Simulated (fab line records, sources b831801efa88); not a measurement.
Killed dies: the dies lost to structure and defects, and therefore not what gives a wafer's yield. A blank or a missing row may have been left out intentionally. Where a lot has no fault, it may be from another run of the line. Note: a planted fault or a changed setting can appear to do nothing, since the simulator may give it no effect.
Split-lot study + flow gf180mcu + 5 lots, 23 wafers read, on a route of 602 steps

== SPLIT DETAILS ==
At GF_NSD_COAT_02 (resist thk 1000 nm), the setting spin-rpm was moved away from the recipe's 3000 rpm on 6 of the 23 wafers read, by -7.2% to +3.0%. For the rest of the wafers, this setting stayed at what the recipe calls for.

Reading taken at the split's own step.

== THE READING ==
NOVOLAK_of_NSD_COAT_02.thk-nm (the simulator's own value, which no gauge read), in nm, at GF_NSD_COAT_02 (resist thk 1000 nm). The file does not state a usual value for it. The 17 wafers here that ran the recipe average 999.6 nm, standard deviation 2.4 nm.

| wafer  | tool, chamber at the split | spin-rpm as run, rpm | against the recipe | NOVOLAK_of_NSD_COAT_02.thk-nm, nm | against lot-mates on the recipe |
|--------|----------------------------|----------------------|--------------------|-----------------------------------|---------------------------------|
| L074.2 | litho-track-02, 0          | 3000                 | recipe             | 1005                              | -                               |
| L074.3 | litho-track-02, 0          | 3000                 | recipe             | 1003                              | -                               |
| L074.4 | litho-track-02, 0          | 3000                 | recipe             | 1001                              | -                               |
| L074.5 | litho-track-02, 0          | 3000                 | recipe             | 1001                              | -                               |
| L074.6 | litho-track-02, 0          | 3000                 | recipe             | 1002                              | -                               |
| L076.1 | litho-track-02, 0          | 3000                 | recipe             | 997.7                             | -                               |
| L076.3 | litho-track-02, 0          | 3000                 | recipe             | 1001                              | -                               |
| L076.6 | litho-track-02, 0          | 3000                 | recipe             | 996.6                             | -                               |
| L077.1 | litho-track-03, 0          | 3000                 | recipe             | 996.8                             | -                               |
| L077.2 | litho-track-03, 0          | 3000                 | recipe             | 997.7                             | -                               |
| L077.4 | litho-track-03, 0          | 3000                 | recipe             | 998.1                             | -                               |
| L077.5 | litho-track-03, 0          | 3000                 | recipe             | 996.7                             | -                               |
| L077.6 | litho-track-03, 0          | 3000                 | recipe             | 999.2                             | -                               |
| L079.2 | litho-track-04, 0          | 3090                 | +3.0%              | 984.6                             | -15.1                           |
| L079.3 | litho-track-04, 0          | 3090                 | +3.0%              | 982.4                             | -17.4                           |
| L079.4 | litho-track-04, 0          | 3000                 | recipe             | 1001                              | -                               |
| L079.5 | litho-track-04, 0          | 3000                 | recipe             | 998.5                             | -                               |
| L079.6 | litho-track-04, 0          | 3090                 | +3.0%              | 985.2                             | -14.5                           |
| L083.1 | litho-track-02, 0          | 2784                 | -7.2%              | 1041                              | +41.9                           |
| L083.3 | litho-track-02, 0          | 2784                 | -7.2%              | 1041                              | +41.9                           |
| L083.2 | litho-track-02, 0          | 3000                 | recipe             | 997.3                             | -                               |
| L083.4 | litho-track-02, 0          | 3000                 | recipe             | 1001                              | -                               |
| L083.5 | litho-track-02, 0          | 2784                 | -7.2%              | 1040                              | +40.9                           |

THE FIT
A straight line over all 23 wafers: NOVOLAK_of_NSD_COAT_02.thk-nm changes by -5.61 nm for each +1% of spin-rpm; r = -0.99; the points scatter about the line by 2.3 nm.
The same after taking each lot's own level away (the mean of its wafers on the recipe; 23 wafers): -5.67 nm for each +1%; r = -1.00; scatter 1.5 nm.
On that fit, the largest move of spin-rpm shifts the reading by 41 nm.
Across the lots, their own levels run from 997.70 to 1002.40 nm, a range of 2.0 times the standard deviation given above.
The two slopes agree, so the slope changes little with the lot-to-lot level.
Check: +40.8 nm against its lot-mates is what the line predicts for one of the wafers moved furthest among these (-7.2%) when that wafer is left out of the fit. It came out at +41.9 nm against them.

== FURTHER SPLITS ON THESE WAFERS ==
These wafers also went through other splits before the reading. Each is held against what the fit with the lots' levels taken away leaves over:
| other split on the same wafers      | wafers away from the commonest value | r with NOVOLAK_of_NSD_COAT_02.thk-nm (lot level and that fit taken away) |
|-------------------------------------|--------------------------------------|--------------------------------------------------------------------------|
| GF_VT_IMPLANT_IMPLANT_41 energy-kev | 8                                    | -0.05                                                                    |
| GF_DUAL_GATE_OXIDATION_02 temp-c    | 15                                   | +0.01                                                                    |
| GF_DUAL_GATE_COAT_06 spin-rpm       | 8                                    | -0.02                                                                    |
| GF_POLY_GATE_PEB_08 peb-temp-c      | 6                                    | -0.21                                                                    |
| GF_POLY_GATE_ETCH_12 ion-energy-ev  | 9                                    | -0.06                                                                    |
| GF_HV_LDD_DEVELOP_06 develop-time-s | 9                                    | +0.35                                                                    |
| GF_HV_LDD_IMPLANT_09 energy-kev     | 8                                    | -0.28                                                                    |
| GF_HV_LDD_DEVELOP_18 develop-time-s | 8                                    | +0.14                                                                    |
| GF_HV_LDD_DEVELOP_30 dev-temp-c     | 11                                   | -0.20                                                                    |

== THE WHOLE CHAIN: every reading that the file lists as answering this split, in the file's order ==
| step            | what it does       | reading                                                                        | change (the file's fit)              | r (the file's) |
|-----------------|--------------------|--------------------------------------------------------------------------------|--------------------------------------|----------------|
| GF_NSD_COAT_02  | resist thk 1000 nm | NOVOLAK_of_NSD_COAT_02.thk-nm (the simulator's own value, which no gauge read) | -5.65 nm for each +1% of the setting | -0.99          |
| GF_NSD_STRIP_11 | strips in O2/N2    | strip-time-to-endpoint-s                                                       | withheld for each +1% of the setting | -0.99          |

== FILE'S OWN FIT ==
NOVOLAK_of_NSD_COAT_02.thk-nm changes by -5.65 nm for each +1% of spin-rpm, r = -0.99.
